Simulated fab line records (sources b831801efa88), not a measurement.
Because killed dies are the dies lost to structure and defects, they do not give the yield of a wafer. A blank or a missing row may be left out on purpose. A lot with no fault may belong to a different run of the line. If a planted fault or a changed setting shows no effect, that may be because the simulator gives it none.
fab line records    flow sky130
record lots=24  wafers=72  lastDay=50
route steps=708 shown LI_CONTACT@382 LOCAL_INTERCONNECT@401 CONTACT@422 METAL1@451 VIA2@530 METAL5@662
lots with no fault: from the same line, run without faults
startH: start of the lot's first displayed wafer, in hours after the record's first day    waitH: how many hours have passed since the lot's step before this one    " same as the row above    L1.1+2: one row covering several wafers at once    - either no value or no given start    * or withheld: withheld    < > ~ a bound
route shown NAME@n: NAME is a module with steps in the file, n the number in the route of the first one    usual: mean/standard deviation taken from wafers without a fault    same: alike in all rows    chamber/n: place in a boat    sites: readings site by site    _std_site: how widely they spread, as a standard deviation    _edge_site: outer sites' mean less inner sites'    radiusMm: how far each site lies from the wafer's centre    mask NAME#n: copy n    behind: the last tool/chamber to shape the wafer    hold: why the lot went on hold/how many hours it stayed there/how the hold came to an end    device: whichever transistor did not switch (one of n, p or np)    end of line: the tests these same wafers got at the end of their route    a step without rows: its recipe alone    killed: dies that structure and defects cost at the first sort, which is not the same as the wafer's yield    map: shows each die of a wafer: x if killed, . if not, _ if none is there
set.NAME: the run value of the setting; set.NAME@STEP: its run value at that earlier step    model.NAME: the simulator's own value behind a step, which no gauge read
steps of the route over a sample of lots; a table a step, a row a wafer
services: from which hour (startH, from the record's first day; less than 0 if before it) a tool's chamber was out of use, for how many hours, and why
## steps
# step SKY_LI_CONTACT_SPUTTER_20
# recipe material=TiN  targetThkNm=20  chamberPressurePa=5  powerW=4000  timeS=80
# usual throttleValvePct=30.1/0.98
lot.wafer  tool           chamber  startH  waitH  throttleValvePct
L074.1     pvdSputter-04  -        673.05  0.0    29.5
L074.3     "              -        "       "      29.6
L074.4     "              -        "       "      30.4
L075.4     pvdSputter-02  -        677.73  0.0    28.7
L075.5     "              -        "       "      31.4
L075.6     "              -        "       "      29.8
L076.3     pvdSputter-03  -        695.10  0.0    30.0
L076.5     "              -        "       "      31.5
L076.6     "              -        "       "      31.2
L077.1     pvdSputter-04  -        698.53  0.0    29.5
L077.5     "              -        "       "      29.2
L077.6     "              -        "       "      29.3
L078.2     pvdSputter-02  -        721.10  0.0    29.7
L078.3     "              -        "       "      31.3
L078.5     "              -        "       "      28.5
L079.1     pvdSputter-03  -        724.00  0.0    29.6
L079.2     "              -        "       "      29.6
L079.6     "              -        "       "      29.2
L080.1     pvdSputter-03  -        727.49  0.0    31.8
L080.3     "              -        "       "      29.6
L080.4     "              -        "       "      30.9
L081.1     pvdSputter-04  -        733.72  0.0    30.3
L081.3     "              -        "       "      29.5
L081.4     "              -        "       "      29.3
L082.3     pvdSputter-03  -        748.81  0.0    31.1
L082.5     "              -        "       "      29.4
L082.6     "              -        "       "      29.8
L083.2     pvdSputter-02  -        759.54  0.0    31.1
L083.3     "              -        "       "      31.3
L083.4     "              -        "       "      28.5
L085.2     pvdSputter-04  -        767.72  0.0    29.1
L085.3     "              -        "       "      30.5
L085.4     "              -        "       "      28.7
L084.2     pvdSputter-02  -        769.49  0.0    30.0
L084.4     "              -        "       "      31.5
L084.5     "              -        "       "      28.5
L086.2     pvdSputter-03  -        770.42  0.0    29.7
L086.4     "              -        "       "      29.4
L086.5     "              -        "       "      31.2
L087.1     pvdSputter-04  -        785.52  0.0    28.7
L087.3     "              -        "       "      30.4
L087.5     "              -        "       "      29.3
L088.3     pvdSputter-04  -        793.19  0.0    29.7
L088.4     "              -        "       "      29.3
L088.5     "              -        "       "      29.4
L089.1     pvdSputter-03  -        803.05  0.0    29.7
L089.2     "              -        "       "      29.5
L089.4     "              -        "       "      31.5
L090.2     pvdSputter-02  -        808.62  0.0    29.9
L090.3     "              -        "       "      31.5
L090.6     "              -        "       "      30.0
L091.1     pvdSputter-03  -        814.35  0.0    31.4
L091.4     "              -        "       "      31.6
L091.5     "              -        "       "      29.5
L092.3     pvdSputter-03  -        821.19  0.0    29.6
L092.4     "              -        "       "      31.0
L092.5     "              -        "       "      29.6
L093.1     pvdSputter-04  -        823.87  0.0    29.3
L093.2     "              -        "       "      30.4
L093.5     "              -        "       "      29.0
L094.1     pvdSputter-03  -        826.28  0.0    29.9
L094.5     "              -        "       "      31.2
L094.6     "              -        "       "      31.6
L095.1     pvdSputter-03  -        833.33  0.0    31.4
L095.3     "              -        "       "      29.7
L095.4     "              -        "       "      31.4
L096.1     pvdSputter-04  -        845.05  0.0    30.3
L096.2     "              -        "       "      29.3
L096.5     "              -        "       "      28.8
L097.2     pvdSputter-03  -        861.97  0.0    31.3
L097.4     "              -        "       "      31.7
L097.6     "              -        "       "      31.0
# step SKY_LOCAL_INTERCONNECT_METAL_ETCH_14
# recipe targetDepthNm=110  stopOn=PSG  chemistry=Cl2/BCl3  target=TiN  resistSidewallDeg=88  pressureMtorr=10  icpW=900  biasW=48.5  Cl2_flow_sccm=60  bcl3FlowSccm=30  timeS=31.4
# usual drypumpMotorCurrentA=5.9/0.53  heBacksideLeakSccm=3.50/0.22  mfcCl2Sccm=59.98/0.2  oesProductAu=0.943/0.0077  rfFwdPowerW=887/3.8  throttleValvePct=21.900/0.0096
lot.wafer  tool         chamber  startH  waitH  drypumpMotorCurrentA  heBacksideLeakSccm  mfcCl2Sccm  oesProductAu  rfFwdPowerW  rfHoursCounterH  throttleValvePct
L074.1     rieMetal-02  1        702.17  0.0    6.6                   3.50                60.14       0.934         883          14               21.912
L074.3     "            1        "       "      6.6                   3.54                59.91       0.943         880          -                21.904
L074.4     "            0        "       "      5.0                   3.54                59.84       0.941         888          -                21.901
L075.4     rieMetal-03  0        706.48  0.0    6.0                   3.41                59.91       0.953         890          -                21.885
L075.5     "            1        "       "      6.2                   3.41                59.90       0.954         892          -                21.890
L075.6     "            0        "       "      6.0                   3.11                59.71       0.954         891          -                21.886
L076.3     rieMetal-01  0        724.62  0.0    6.1                   3.50                59.99       0.946         883          -                21.901
L076.5     "            1        "       "      6.0                   3.61                59.73       0.934         892          -                21.898
L076.6     "            0        "       "      6.1                   3.55                59.94       0.945         887          -                21.900
L077.1     rieMetal-02  0        727.18  0.0    5.0                   3.50                60.20       0.943         887          13               21.899
L077.5     "            1        "       "      6.6                   3.08                60.04       0.938         880          -                21.915
L077.6     "            0        "       "      5.0                   3.55                60.26       0.938         887          -                21.912
L078.2     rieMetal-01  0        749.37  0.0    6.1                   3.38                59.77       0.937         891          14               21.908
L078.3     "            0        "       "      6.1                   3.33                59.98       0.947         888          -                21.902
L078.5     "            1        "       "      6.0                   3.57                59.98       0.938         888          -                21.902
L079.1     rieMetal-02  0        752.15  0.1    5.0                   3.63                59.72       0.963         883          15               21.885
L079.2     "            0        "       "      5.0                   3.58                59.98       0.963         889          -                21.897
L079.6     "            0        "       "      4.9                   3.69                59.76       0.961         887          -                21.892
L080.1     rieMetal-03  0        756.22  0.0    6.0                   3.41                59.98       0.946         892          10               21.894
L080.3     "            0        "       "      6.0                   3.21                60.11       0.945         887          -                21.883
L080.4     "            1        "       "      6.3                   4.04                59.81       0.943         887          -                21.891
L081.1     rieMetal-03  1        761.70  0.0    6.2                   3.57                59.87       0.926         888          7                21.903
L081.3     "            0        "       "      6.1                   3.42                60.03       0.943         887          -                21.891
L081.4     "            1        "       "      6.2                   3.52                60.35       0.928         887          -                21.895
L082.3     rieMetal-01  1        776.67  0.1    6.0                   3.41                59.98       0.950         891          -                21.909
L082.5     "            1        "       "      6.0                   3.54                59.88       0.945         891          -                21.887
L082.6     "            1        "       "      6.0                   3.63                59.88       0.942         891          -                21.900
L083.2     rieMetal-02  0        787.07  0.0    4.9                   3.54                60.04       0.939         883          16               21.902
L083.3     "            1        "       "      6.6                   3.57                60.05       0.948         880          -                21.893
L083.4     "            0        "       "      5.0                   3.42                60.22       0.949         886          -                21.897
L085.2     rieMetal-03  1        795.23  0.0    6.2                   3.70                60.05       0.940         887          8                21.881
L085.3     "            0        "       "      6.0                   3.62                60.12       0.933         891          -                21.900
L085.4     "            1        "       "      6.3                   3.58                60.01       0.940         891          -                21.906
L084.2     rieMetal-01  1        797.16  0.1    6.0                   3.87                60.12       0.947         891          -                21.887
L084.4     "            1        "       "      6.0                   3.79                60.06       0.942         889          -                21.904
L084.5     "            1        "       "      6.0                   3.84                59.71       0.949         891          -                21.902
L086.2     rieMetal-03  0        797.78  0.0    6.0                   3.33                60.21       0.941         891          12               21.903
L086.4     "            0        "       "      6.0                   3.38                60.30       0.936         889          -                21.906
L086.5     "            0        "       "      6.0                   3.43                60.23       0.937         888          -                21.904
L087.1     rieMetal-03  0        813.83  0.0    6.0                   3.38                59.81       0.944         886          12               21.912
L087.3     "            0        "       "      6.0                   3.29                60.19       0.928         889          -                21.918
L087.5     "            0        "       "      6.0                   3.17                59.57       0.936         889          -                21.908
L088.3     rieMetal-03  1        821.52  0.0    6.3                   3.14                60.38       0.940         892          -                21.909
L088.4     "            0        "       "      6.1                   3.55                60.27       0.946         889          -                21.912
L088.5     "            0        "       "      6.0                   3.45                60.35       0.944         887          -                21.909
L089.1     rieMetal-02  0        830.10  0.0    4.9                   3.51                59.65       0.942         888          0                21.916
L089.2     "            1        "       "      6.6                   3.59                59.92       0.948         882          3                21.887
L089.4     "            1        "       "      6.6                   3.66                59.98       0.934         884          -                21.904
L090.2     rieMetal-01  1        835.90  0.0    6.0                   3.49                59.69       0.952         885          18               21.899
L090.3     "            1        "       "      6.0                   3.65                59.98       0.940         887          -                21.898
L090.6     "            0        "       "      6.1                   3.56                59.89       0.938         890          -                21.897
L091.1     rieMetal-02  1        842.20  0.0    6.6                   3.99                59.82       0.938         883          4                21.906
L091.4     "            0        "       "      4.9                   3.51                60.17       0.924         880          -                21.913
L091.5     "            0        "       "      5.0                   3.53                60.17       0.939         887          -                21.924
L092.3     rieMetal-03  0        848.12  0.0    6.0                   3.37                60.20       0.944         891          -                21.893
L092.4     "            1        "       "      6.2                   3.54                59.87       0.954         888          -                21.893
L092.5     "            1        "       "      6.2                   3.44                60.14       0.949         884          -                21.890
L093.1     rieMetal-02  0        851.03  0.0    5.0                   3.46                59.99       0.932         890          1                21.894
L093.2     "            1        "       "      6.6                   3.65                59.75       0.941         882          4                21.892
L093.5     "            0        "       "      5.0                   3.53                59.96       0.946         887          -                21.894
L094.1     rieMetal-02  1        853.68  0.0    6.6                   3.65                59.83       0.934         880          4                21.896
L094.5     "            0        "       "      5.0                   3.51                60.36       0.949         883          -                21.899
L094.6     "            1        "       "      6.6                   3.69                60.03       0.938         881          -                21.902
L095.1     rieMetal-01  0        860.22  0.0    6.1                   3.48                60.24       0.946         887          3                21.884
L095.3     "            0        "       "      6.1                   3.47                60.25       0.955         886          -                21.897
L095.4     "            1        "       "      6.0                   3.41                60.07       0.941         891          -                21.897
L096.1     rieMetal-03  0        873.17  0.0    6.1                   3.31                59.73       0.941         881          14               21.891
L096.2     "            1        "       "      6.2                   3.33                60.17       0.940         887          11               21.908
L096.5     "            1        "       "      6.2                   3.60                59.83       0.942         888          -                21.884
L097.2     rieMetal-02  0        889.30  0.0    5.0                   3.49                59.96       0.941         890          3                21.881
L097.4     "            0        "       "      5.0                   3.53                59.97       0.937         891          -                21.895
L097.6     "            1        "       "      6.6                   3.40                60.05       0.951         879          -                21.894
# step SKY_CONTACT_ETCH_16
# recipe chemistry=N2/H2  target=BARC  ionEnergyEv=200  sourceW=500  biasW=100  pressureMtorr=30  n2FlowSccm=100  h2FlowSccm=200  stopOn=SiO2  timeS=45.9  targetDepthA=600
# usual drypumpMotorCurrentA=5.9/0.47  oesProductAu=0.854/0.0047  rfFwdPowerW=495.3/1.9  throttleValvePct=13.226/0.0093
lot.wafer  tool        chamber  startH  waitH  drypumpMotorCurrentA  oesProductAu  rfFwdPowerW  rfHoursCounterH  throttleValvePct
L074.1     rieDiel-04  3        730.74  0.0    5.6                   0.862         494.9        45               13.223
L074.3     "           0        "       "      6.7                   0.857         492.5        13               13.246
L074.4     "           0        "       "      6.7                   0.851         495.1        -                13.232
L075.4     rieDiel-03  2        735.21  0.0    6.2                   0.858         493.4        -                13.225
L075.5     "           3        "       "      5.9                   0.862         494.6        -                13.237
L075.6     "           0        "       "      5.0                   0.853         495.5        -                13.217
L076.3     rieDiel-04  0        753.64  0.0    6.7                   0.850         494.6        14               13.219
L076.5     "           2        "       "      5.7                   0.860         498.4        -                13.231
L076.6     "           3        "       "      5.6                   0.850         498.1        -                13.227
L077.1     rieDiel-04  0        756.04  0.0    6.7                   0.849         491.7        14               13.247
L077.5     "           0        "       "      6.7                   0.863         491.8        -                13.234
L077.6     "           3        "       "      5.6                   0.855         493.9        -                13.215
L078.2     rieDiel-02  0        777.45  0.0    5.3                   0.863         493.4        2                13.234
L078.3     "           1        "       "      6.2                   0.854         493.7        16               13.221
L078.5     "           0        "       "      5.3                   0.853         493.9        -                13.229
L079.1     rieDiel-02  3        780.50  0.0    5.8                   0.852         497.3        17               13.238
L079.2     "           1        "       "      6.2                   0.854         496.0        16               13.221
L079.6     "           1        "       "      6.2                   0.858         498.4        -                13.213
L080.1     rieDiel-03  1        784.00  0.0    6.5                   0.849         495.5        4                13.228
L080.3     "           3        "       "      5.8                   0.853         494.8        20               13.215
L080.4     "           2        "       "      6.2                   0.855         495.8        5                13.199
L081.1     rieDiel-04  0        790.29  0.0    6.7                   0.857         496.3        16               13.208
L081.3     "           2        "       "      5.7                   0.855         498.9        10               13.220
L081.4     "           1        "       "      5.6                   0.853         495.9        -                13.229
L082.3     rieDiel-02  1        804.24  0.0    6.2                   0.855         494.7        17               13.220
L082.5     "           1        "       "      6.2                   0.859         495.6        -                13.208
L082.6     "           3        "       "      5.8                   0.850         495.8        -                13.220
L083.2     rieDiel-04  0        816.00  0.0    6.7                   0.851         491.9        16               13.225
L083.3     "           3        "       "      5.6                   0.850         497.2        1                13.228
L083.4     "           2        "       "      5.7                   0.848         497.1        11               13.224
L085.2     rieDiel-03  0        823.50  0.0    5.1                   0.856         497.4        14               13.209
L085.3     "           1        "       "      6.5                   0.857         495.9        6                13.237
L085.4     "           2        "       "      6.2                   0.846         496.1        6                13.226
L084.2     rieDiel-02  3        824.49  0.0    5.8                   0.856         497.2        19               13.234
L084.4     "           3        "       "      5.8                   0.856         497.9        -                13.242
L084.5     "           0        "       "      5.3                   0.861         492.4        -                13.227
L086.2     rieDiel-04  3        824.75  0.0    5.6                   0.858         497.4        1                13.219
L086.4     "           1        "       "      5.6                   0.853         494.5        27               13.214
L086.5     "           1        "       "      5.6                   0.867         493.6        -                13.239
L087.1     rieDiel-02  3        841.74  0.0    5.8                   0.848         495.1        20               13.233
L087.3     "           2        "       "      5.8                   0.849         493.4        12               13.222
L087.5     "           2        "       "      5.8                   0.859         493.1        -                13.223
L088.3     rieDiel-04  2        849.51  0.0    5.7                   0.859         498.3        12               13.224
L088.4     "           0        "       "      6.7                   0.850         494.1        18               13.226
L088.5     "           1        "       "      5.6                   0.848         495.8        -                13.222
L089.1     rieDiel-02  3        857.24  0.0    5.8                   0.861         497.2        20               13.228
L089.2     "           0        "       "      5.3                   0.856         492.8        5                13.219
L089.4     "           1        "       "      6.2                   0.854         498.1        18               13.216
L090.2     rieDiel-03  2        862.99  0.0    6.2                   0.861         493.3        7                13.223
L090.3     "           1        "       "      6.5                   0.849         497.6        7                13.231
L090.6     "           3        "       "      5.9                   0.859         494.3        -                13.214
L091.1     rieDiel-04  0        870.09  0.0    6.7                   0.856         495.7        18               13.238
L091.4     "           2        "       "      5.7                   0.846         501.0        -                13.229
L091.5     "           0        "       "      6.7                   0.850         493.7        -                13.226
L092.3     rieDiel-02  0        875.61  0.0    5.3                   0.853         491.8        5                13.226
L092.4     "           2        "       "      5.8                   0.853         495.4        -                13.239
L092.5     "           1        "       "      6.2                   0.848         496.0        -                13.235
L093.1     rieDiel-04  0        878.91  0.0    6.7                   0.849         494.3        19               13.240
L093.2     "           2        "       "      5.7                   0.852         495.9        13               13.223
L093.5     "           1        "       "      5.6                   0.855         496.3        -                13.240
L094.1     rieDiel-04  1        881.31  0.0    5.6                   0.852         496.2        0                13.225
L094.5     "           1        "       "      5.6                   0.850         494.3        -                13.219
L094.6     "           0        "       "      6.7                   0.853         492.9        -                13.225
L095.1     rieDiel-04  1        887.96  0.0    5.6                   0.859         496.1        0                13.226
L095.3     "           0        "       "      6.7                   0.858         495.3        19               13.231
L095.4     "           2        "       "      5.7                   0.857         500.1        13               13.223
L096.1     rieDiel-04  1        900.56  0.0    5.6                   0.854         493.2        1                13.238
L096.2     "           3        "       "      5.5                   0.854         495.0        4                13.242
L096.5     "           3        "       "      5.6                   0.855         495.6        -                13.239
L097.2     rieDiel-03  1        915.74  0.0    6.5                   0.853         495.3        9                13.224
L097.4     "           0        "       "      5.1                   0.848         495.0        17               13.211
L097.6     "           2        "       "      6.2                   0.844         496.7        -                13.222
# step SKY_METAL1_DESCUM_17
# recipe chemistry=O2  sourcePowerW=150  biasPowerW=0  pressureMtorr=10  tempC=40  timeS=8
# usual drypumpMotorCurrentA=6.15/0.19  heBacksideLeakSccm=3.44/0.19  oesProductAu=0.999/0.012  rfFwdPowerW=147.1/0.55
lot.wafer  tool         chamber  startH  waitH  drypumpMotorCurrentA  heBacksideLeakSccm  oesProductAu  rfFwdPowerW  rfHoursCounterH
L074.1     rieMetal-03  1        760.14  0.0    6.21                  3.28                1.023         146.2        7
L074.3     "            0        "       "      6.06                  3.19                0.991         146.5        -
L074.4     "            1        "       "      6.26                  3.52                1.021         147.4        -
L075.4     rieMetal-04  0        763.53  0.0    6.59                  2.92                0.987         148.1        -
L075.5     "            0        "       "      6.58                  3.34                0.988         147.3        -
L075.6     "            1        "       "      6.02                  3.46                0.997         147.6        -
L076.3     rieMetal-03  0        782.45  0.0    6.02                  3.45                0.982         146.3        -
L076.5     "            0        "       "      6.02                  3.39                0.991         147.7        -
L076.6     "            1        "       "      6.21                  3.46                1.013         146.5        -
L077.1     rieMetal-03  1        783.87  0.0    6.21                  3.49                1.014         146.6        8
L077.5     "            1        "       "      6.25                  3.51                1.015         147.2        -
L077.6     "            0        "       "      6.06                  3.49                0.993         145.7        -
L078.2     rieMetal-04  1        806.19  0.0    6.01                  3.43                0.992         147.0        1
L078.3     "            0        "       "      6.62                  3.17                1.004         147.6        -
L078.5     "            1        "       "      6.00                  3.43                0.989         147.3        -
L079.1     rieMetal-03  0        809.07  0.0    5.99                  3.34                0.999         146.7        12
L079.2     "            1        "       "      6.26                  3.79                1.018         146.9        9
L079.6     "            0        "       "      6.01                  3.51                0.994         147.0        -
L080.1     rieMetal-01  0        812.94  0.0    6.07                  3.44                1.004         147.4        0
L080.3     "            1        "       "      5.99                  3.45                0.996         148.0        -
L080.4     "            0        "       "      6.11                  3.49                0.999         147.1        -
L081.1     rieMetal-01  1        818.64  0.0    6.00                  3.64                1.000         147.1        17
L081.3     "            1        "       "      6.01                  3.52                0.996         147.2        -
L081.4     "            0        "       "      6.11                  3.42                1.015         146.4        -
L082.3     rieMetal-03  1        831.88  0.0    6.25                  3.42                1.024         147.1        -
L082.5     "            0        "       "      6.02                  4.52                0.992         146.6        -
L082.6     "            1        "       "      6.21                  3.54                1.018         147.5        -
L083.2     rieMetal-01  0        843.95  0.0    6.06                  3.45                0.994         146.5        -
L083.3     "            0        "       "      6.07                  3.48                0.994         147.1        -
L083.4     "            0        "       "      6.07                  3.29                0.987         147.3        -
L085.2     rieMetal-04  0        851.24  0.0    6.60                  3.87                0.997         147.9        10
L085.3     "            0        "       "      6.59                  3.68                0.999         147.8        -
L085.4     "            1        "       "      6.03                  3.39                0.988         146.6        -
L084.2     rieMetal-01  0        852.33  0.0    6.04                  3.46                0.979         146.7        -
L084.4     "            0        "       "      6.02                  3.46                0.978         146.9        -
L084.5     "            0        "       "      6.04                  3.44                0.978         147.2        -
L086.2     rieMetal-03  0        853.27  0.0    6.03                  3.36                0.994         146.0        14
L086.4     "            1        "       "      6.27                  3.18                1.015         146.7        -
L086.5     "            1        "       "      6.25                  3.12                1.012         146.9        -
L087.1     rieMetal-04  0        869.92  0.0    6.59                  3.57                1.012         149.0        11
L087.3     "            1        "       "      6.02                  3.57                1.004         146.7        -
L087.5     "            0        "       "      6.60                  3.51                0.999         147.9        -
L088.3     rieMetal-03  1        877.55  0.0    6.25                  3.35                1.018         147.4        -
L088.4     "            0        "       "      6.02                  3.24                0.992         147.7        -
L088.5     "            0        "       "      6.01                  3.19                0.990         147.0        -
L089.1     rieMetal-01  0        884.64  0.0    6.13                  3.53                0.991         147.6        4
L089.2     "            1        "       "      5.98                  3.41                1.000         147.5        1
L089.4     "            0        "       "      6.11                  3.64                0.986         147.8        -
L090.2     rieMetal-04  1        891.07  0.0    6.01                  3.48                1.006         148.3        4
L090.3     "            1        "       "      5.99                  3.32                0.994         147.8        -
L090.6     "            0        "       "      6.61                  3.07                1.001         147.3        -
L091.1     rieMetal-03  0        897.84  0.0    6.02                  3.41                0.996         146.2        15
L091.4     "            0        "       "      6.05                  3.24                1.002         146.1        -
L091.5     "            0        "       "      6.03                  3.19                0.996         146.9        -
L092.3     rieMetal-04  1        903.15  0.0    6.02                  3.47                0.997         147.0        -
L092.4     "            0        "       "      6.60                  3.51                0.995         147.0        -
L092.5     "            0        "       "      6.61                  3.31                1.006         147.3        -
L093.1     rieMetal-03  1        906.14  0.0    6.20                  3.35                1.026         148.0        12
L093.2     "            0        "       "      6.05                  3.41                1.002         146.7        16
L093.5     "            0        "       "      6.05                  3.55                0.986         146.1        -
L094.1     rieMetal-03  1        908.87  0.0    6.25                  3.55                1.017         146.5        13
L094.5     "            1        "       "      6.27                  3.45                1.012         146.6        -
L094.6     "            0        "       "      6.02                  3.32                0.985         146.0        -
L095.1     rieMetal-01  0        914.77  0.0    6.11                  3.38                1.002         146.6        6
L095.3     "            0        "       "      6.11                  3.31                1.006         147.1        -
L095.4     "            1        "       "      6.00                  3.45                0.995         147.4        -
L096.1     rieMetal-01  0        926.84  0.0    6.11                  3.50                0.996         146.7        6
L096.2     "            1        "       "      6.00                  3.24                0.990         147.2        3
L096.5     "            1        "       "      5.98                  3.36                0.997         147.2        -
L097.2     rieMetal-01  1        941.32  0.0    5.99                  3.42                0.991         147.8        4
L097.4     "            0        "       "      6.05                  3.27                0.991         147.4        -
L097.6     "            1        "       "      5.99                  3.39                0.988         147.3        -
# step SKY_VIA2_THK_MEAS_23
# recipe thkMeasGauge=xrf  reads=W_of_VIA2_CVD_21
# usual VIA2_W_THK=403/7.1
lot.wafer  tool          chamber  startH   waitH  VIA2_W_THK[nm]
L074.1     filmMetro-02  -        846.13   0.1    409
L074.3     "             -        "        "      399
L074.4     "             -        "        "      415
L075.4     filmMetro-02  -        847.67   0.1    407
L075.5     "             -        "        "      400
L075.6     "             -        "        "      411
L076.3     filmMetro-01  -        867.60   0.1    411
L076.5     "             -        "        "      404
L076.6     "             -        "        "      413
L077.1     filmMetro-01  -        869.72   0.1    403
L077.5     "             -        "        "      413
L077.6     "             -        "        "      410
L078.2     filmMetro-04  -        890.56   0.1    408
L078.3     "             -        "        "      395
L078.5     "             -        "        "      395
L079.1     filmMetro-01  -        893.16   0.1    396
L079.2     "             -        "        "      396
L079.6     "             -        "        "      393
L080.1     filmMetro-01  -        896.85   0.1    392
L080.3     "             -        "        "      399
L080.4     "             -        "        "      393
L081.1     filmMetro-01  -        902.56   0.1    395
L081.3     "             -        "        "      407
L081.4     "             -        "        "      391
L082.3     filmMetro-01  -        913.92   0.1    391
L082.5     "             -        "        "      395
L082.6     "             -        "        "      393
L083.2     filmMetro-01  -        926.74   0.1    397
L083.3     "             -        "        "      392
L083.4     "             -        "        "      398
L085.2     filmMetro-02  -        933.73   0.1    406
L085.3     "             -        "        "      409
L085.4     "             -        "        "      407
L084.2     filmMetro-04  -        933.97   0.1    412
L084.4     "             -        "        "      424
L084.5     "             -        "        "      416
L086.2     filmMetro-04  -        935.52   0.1    400
L086.4     "             -        "        "      401
L086.5     "             -        "        "      404
L087.1     filmMetro-01  -        951.53   0.1    409
L087.3     "             -        "        "      399
L087.5     "             -        "        "      407
L088.3     filmMetro-02  -        957.88   0.1    407
L088.4     "             -        "        "      403
L088.5     "             -        "        "      410
L089.1     filmMetro-04  -        964.00   0.1    409
L089.2     "             -        "        "      404
L089.4     "             -        "        "      413
L090.2     filmMetro-04  -        970.65   0.1    405
L090.3     "             -        "        "      395
L090.6     "             -        "        "      398
L091.1     filmMetro-04  -        977.22   0.1    392
L091.4     "             -        "        "      396
L091.5     "             -        "        "      396
L092.3     filmMetro-04  -        982.21   0.1    408
L092.4     "             -        "        "      402
L092.5     "             -        "        "      399
L093.1     filmMetro-04  -        984.71   0.1    403
L093.2     "             -        "        "      408
L093.5     "             -        "        "      402
L094.1     filmMetro-01  -        988.48   0.1    395
L094.5     "             -        "        "      393
L094.6     "             -        "        "      390
L095.1     filmMetro-02  -        991.88   0.1    403
L095.3     "             -        "        "      408
L095.4     "             -        "        "      413
L096.1     filmMetro-02  -        1004.71  0.1    409
L096.2     "             -        "        "      415
L096.5     "             -        "        "      405
L097.2     filmMetro-01  -        1018.26  0.1    403
L097.4     "             -        "        "      406
L097.6     "             -        "        "      403
# step SKY_METAL5_SPUTTER_01
# recipe material=TiN  targetThkNm=20  powerW=6500  timeS=16.7  chamberPressurePa=0.4
# usual throttleValvePct=30.2/1.2
lot.wafer  tool           chamber  startH   waitH  throttleValvePct
L074.1     pvdSputter-04  -        1002.89  0.0    29.0
L074.3     "              -        "        "      29.4
L074.4     "              -        "        "      30.3
L075.4     pvdSputter-01  -        1003.26  0.0    31.2
L075.5     "              -        "        "      32.7
L075.6     "              -        "        "      28.8
L076.3     pvdSputter-04  -        1020.75  0.0    28.7
L076.5     "              -        "        "      29.6
L076.6     "              -        "        "      28.8
L077.1     pvdSputter-02  -        1023.12  0.0    31.2
L077.5     "              -        "        "      29.9
L077.6     "              -        "        "      31.7
L078.2     pvdSputter-02  -        1041.25  0.0    28.7
L078.3     "              -        "        "      31.7
L078.5     "              -        "        "      29.9
L079.1     pvdSputter-02  -        1042.77  0.0    29.8
L079.2     "              -        "        "      31.4
L079.6     "              -        "        "      28.4
L080.1     pvdSputter-04  -        1047.75  0.0    28.9
L080.3     "              -        "        "      29.7
L080.4     "              -        "        "      30.5
L081.1     pvdSputter-04  -        1052.07  0.0    28.6
L081.3     "              -        "        "      29.6
L081.4     "              -        "        "      30.4
L082.3     pvdSputter-01  -        1060.91  0.0    31.4
L082.5     "              -        "        "      31.3
L082.6     "              -        "        "      30.1
L083.2     pvdSputter-02  -        1074.10  0.0    30.1
L083.3     "              -        "        "      31.5
L083.4     "              -        "        "      28.6
L085.2     pvdSputter-04  -        1079.46  0.0    30.6
L085.3     "              -        "        "      28.8
L085.4     "              -        "        "      29.7
L084.2     pvdSputter-02  -        1080.27  0.0    30.1
L084.4     "              -        "        "      31.1
L084.5     "              -        "        "      28.7
L086.2     pvdSputter-01  -        1080.67  0.0    31.7
L086.4     "              -        "        "      32.7
L086.5     "              -        "        "      28.7
L087.1     pvdSputter-02  -        1092.87  0.0    31.3
L087.3     "              -        "        "      28.8
L087.5     "              -        "        "      31.2
L088.3     pvdSputter-01  -        1099.36  0.0    30.2
L088.4     "              -        "        "      32.5
L088.5     "              -        "        "      32.6
L089.1     pvdSputter-01  -        1105.49  0.0    31.5
L089.2     "              -        "        "      28.8
L089.4     "              -        "        "      30.2
L090.2     pvdSputter-04  -        1110.09  0.0    30.4
L090.3     "              -        "        "      29.5
L090.6     "              -        "        "      29.4
L091.1     pvdSputter-02  -        1114.91  0.0    28.6
L091.4     "              -        "        "      31.2
L091.5     "              -        "        "      28.5
L092.3     pvdSputter-02  -        1120.73  0.0    30.0
L092.4     "              -        "        "      28.7
L092.5     "              -        "        "      28.6
L093.1     pvdSputter-02  -        1122.75  0.0    30.0
L093.2     "              -        "        "      31.4
L093.5     "              -        "        "      29.9
L094.1     pvdSputter-02  -        1125.29  0.0    28.4
L094.5     "              -        "        "      29.9
L094.6     "              -        "        "      28.8
L095.1     pvdSputter-01  -        1128.37  0.0    31.5
L095.3     "              -        "        "      28.9
L095.4     "              -        "        "      32.8
L096.1     pvdSputter-04  -        1138.08  0.0    29.3
L096.2     "              -        "        "      29.7
L096.5     "              -        "        "      30.2
L097.2     pvdSputter-01  -        1149.65  0.0    33.0
L097.4     "              -        "        "      28.8
L097.6     "              -        "        "      30.1
## services
tool           chamber  startH   hours  kind
rieMetal-03    0        649.56   12.6   repair
rieDiel-04     1        682.71   75.1   repair
rieMetal-03    -        690.97   10.0   pm
rieDiel-04     3        696.90   7.1    repair
pvdSputter-04  -        730.41   1.4    repair
rieMetal-01    1        737.83   6.8    repair
pvdSputter-02  -        745.38   4.1    repair
rieMetal-01    0        758.57   5.9    repair
rieDiel-04     2        761.74   9.6    repair
rieDiel-04     3        771.26   9.9    repair
rieMetal-01    -        788.56   2.8    pm
pvdSputter-04  -        800.11   2.0    repair
rieDiel-04     1        845.07   3.5    repair
pvdSputter-02  -        914.11   4.6    repair
pvdSputter-04  -        966.98   1.2    repair
rieDiel-04     -        967.47   0.3    repair
rieDiel-04     1        970.01   1.6    repair
rieDiel-04     -        1003.82  10.0   pm
rieDiel-04     -        1032.15  2.8    pm
rieMetal-01    -        1057.53  0.8    repair
rieDiel-04     3        1084.48  41.1   repair
rieMetal-03    0        1102.49  15.0   repair
rieMetal-01    -        1118.71  1.1    repair
pvdSputter-02  -        1130.96  3.2    repair
## key
fault none
